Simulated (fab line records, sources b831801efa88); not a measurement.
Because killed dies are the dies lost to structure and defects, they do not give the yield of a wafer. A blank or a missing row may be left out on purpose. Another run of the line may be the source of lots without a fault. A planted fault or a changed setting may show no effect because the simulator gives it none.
Shared-tool check | flow sky130 | 15 lots, 45 wafers sampled

== THE REASON FOR OPENING IT ==
At SKY_METAL2_RS_MEAS_05 the reading METAL2_ALCU_RS is flagged on 3 of 15 lots. No-fault wafers: 0.1270 ohm/sq, standard deviation 0.0015.
Rule: flag the lot when none of its wafers has a number, or when each of its wafers that has one lies beyond 4 standard deviations from that mean. The other lots count as sound.

lot  | measured     | on            | METAL2_ALCU_RS (ohm/sq), wafer by wafer | flag
L446 | day 34 10:01 | film metro-02 | 0.1269 0.1253 0.1266                    |
L447 | day 34 19:31 | film metro-04 | 0.1265 0.1277 0.1278                    |
L451 | day 35 22:47 | film metro-02 | 0.1288 0.1282 0.1288                    |
L450 | day 36 04:38 | film metro-02 | 0.1259 0.1261 0.1267                    |
L452 | day 36 11:17 | film metro-02 | 0.1260 0.1293 0.1290                    |
L453 | day 36 23:40 | film metro-04 | 0.1293 0.1280 0.1249                    |
L454 | day 37 04:45 | film metro-04 | 0.1255 0.1255 0.1253                    |
L458 | day 38 07:20 | film metro-03 | 8.3813 8.3759 8.3548                    | FLAGGED
L459 | day 38 15:05 | film metro-03 | 8.5761 8.4771 8.6057                    | FLAGGED
L460 | day 39 06:55 | film metro-02 | 8.3840 8.4365 8.4892                    | FLAGGED
L464 | day 40 01:28 | film metro-04 | 0.1277 0.1261 0.1264                    |
L466 | day 40 09:58 | film metro-02 | 0.1275 0.1272 0.1266                    |
L465 | day 40 12:19 | film metro-03 | 0.1253 0.1264 0.1249                    |
L467 | day 40 23:55 | film metro-04 | 0.1273 0.1266 0.1263                    |
L469 | day 41 05:30 | film metro-03 | 0.1281 0.1272 0.1250                    |
The numbers of the flagged lots are 8.4534 ohm/sq on average: +8.3264 ohm/sq against the usual, or +99 or more standard deviations.

== LOT BY LOT: THE TOOL USED ==
3 process steps preceding the reading are held in the record, out of 708 steps in the route. Cell contents, in order: the tool; ch with the chambers the sampled wafers went through; the start.
lot  | flag    | SKY_METAL1_SPUTTER_00        | SKY_VIA1_SPUTTER_20          | SKY_METAL2_SPUTTER_02
L446 |         | pvd sputter-03, day 31 22:19 | pvd sputter-04, day 34 09:14 | pvd sputter-03, day 34 09:55
L447 |         | pvd sputter-02, day 32 08:10 | pvd sputter-01, day 34 18:43 | pvd sputter-02, day 34 19:24
L451 |         | pvd sputter-02, day 33 13:18 | pvd sputter-02, day 35 22:00 | pvd sputter-02, day 35 22:41
L450 |         | pvd sputter-03, day 33 19:54 | pvd sputter-02, day 36 03:45 | pvd sputter-04, day 36 04:31
L452 |         | pvd sputter-03, day 34 02:23 | pvd sputter-01, day 36 10:22 | pvd sputter-03, day 36 11:08
L453 |         | pvd sputter-02, day 34 13:14 | pvd sputter-01, day 36 22:51 | pvd sputter-03, day 36 23:32
L454 |         | pvd sputter-03, day 34 19:47 | pvd sputter-01, day 37 03:56 | pvd sputter-04, day 37 04:38
L458 | FLAGGED | pvd sputter-01, day 36 02:12 | pvd sputter-02, day 38 06:34 | pvd sputter-04, day 38 07:15
L459 | FLAGGED | pvd sputter-03, day 36 08:03 | pvd sputter-04, day 38 14:19 | pvd sputter-03, day 38 15:00
L460 | FLAGGED | pvd sputter-01, day 37 01:19 | pvd sputter-01, day 39 06:08 | pvd sputter-03, day 39 06:49
L464 |         | pvd sputter-02, day 37 19:16 | pvd sputter-04, day 40 00:42 | pvd sputter-02, day 40 01:23
L466 |         | pvd sputter-01, day 38 04:22 | pvd sputter-02, day 40 09:10 | pvd sputter-04, day 40 09:51
L465 |         | pvd sputter-01, day 38 07:07 | pvd sputter-01, day 40 11:33 | pvd sputter-04, day 40 12:14
L467 |         | pvd sputter-03, day 38 18:15 | pvd sputter-01, day 40 23:09 | pvd sputter-03, day 40 23:50
L469 |         | pvd sputter-02, day 39 00:01 | pvd sputter-02, day 41 04:42 | pvd sputter-03, day 41 05:23
What the steps here do:
- SKY_METAL1_SPUTTER_00: material Ti, target thk 15 nm, time 10 s.
- SKY_VIA1_SPUTTER_20: material TiN, target thk 20 nm, time 80 s.
- SKY_METAL2_SPUTTER_02: material AlCu, target thk 250 nm, time 13.3 s.
- SKY_METAL2_RS_MEAS_05: measures by four-point-probe.

== FLAGGED AGAINST TOTAL, ONE TOOL AT A TIME (gauges that did the reading follow at the end) ==
step                  | tool           | lots run | flagged | share of the flagged lots | sound lots run after its first flagged lot
SKY_METAL1_SPUTTER_00 | pvd sputter-01 | 4        | 2       | some                      | 2 (L466,L465)
SKY_METAL1_SPUTTER_00 | pvd sputter-02 | 5        | 0       | none                      | -
SKY_METAL1_SPUTTER_00 | pvd sputter-03 | 6        | 1       | some                      | 1 (L467)
SKY_VIA1_SPUTTER_20   | pvd sputter-01 | 7        | 1       | some                      | 2 (L465,L467)
SKY_VIA1_SPUTTER_20   | pvd sputter-02 | 5        | 1       | some                      | 2 (L466,L469)
SKY_VIA1_SPUTTER_20   | pvd sputter-04 | 3        | 1       | some                      | 1 (L464)
SKY_METAL2_SPUTTER_02 | pvd sputter-02 | 3        | 0       | none                      | -
SKY_METAL2_SPUTTER_02 | pvd sputter-03 | 7        | 2       | some                      | 2 (L467,L469)
SKY_METAL2_SPUTTER_02 | pvd sputter-04 | 5        | 1       | some                      | 2 (L466,L465)
SKY_METAL2_RS_MEAS_05 | film metro-02  | 6        | 1       | some                      | 1 (L466)
SKY_METAL2_RS_MEAS_05 | film metro-03  | 4        | 2       | some                      | 2 (L465,L469)
SKY_METAL2_RS_MEAS_05 | film metro-04  | 5        | 0       | none                      | -

== WHAT THE TABLE ALLOWS ==
No row of the table ran every flagged lot.

== WHAT WAS PUT IN BY THE SIMULATOR ==
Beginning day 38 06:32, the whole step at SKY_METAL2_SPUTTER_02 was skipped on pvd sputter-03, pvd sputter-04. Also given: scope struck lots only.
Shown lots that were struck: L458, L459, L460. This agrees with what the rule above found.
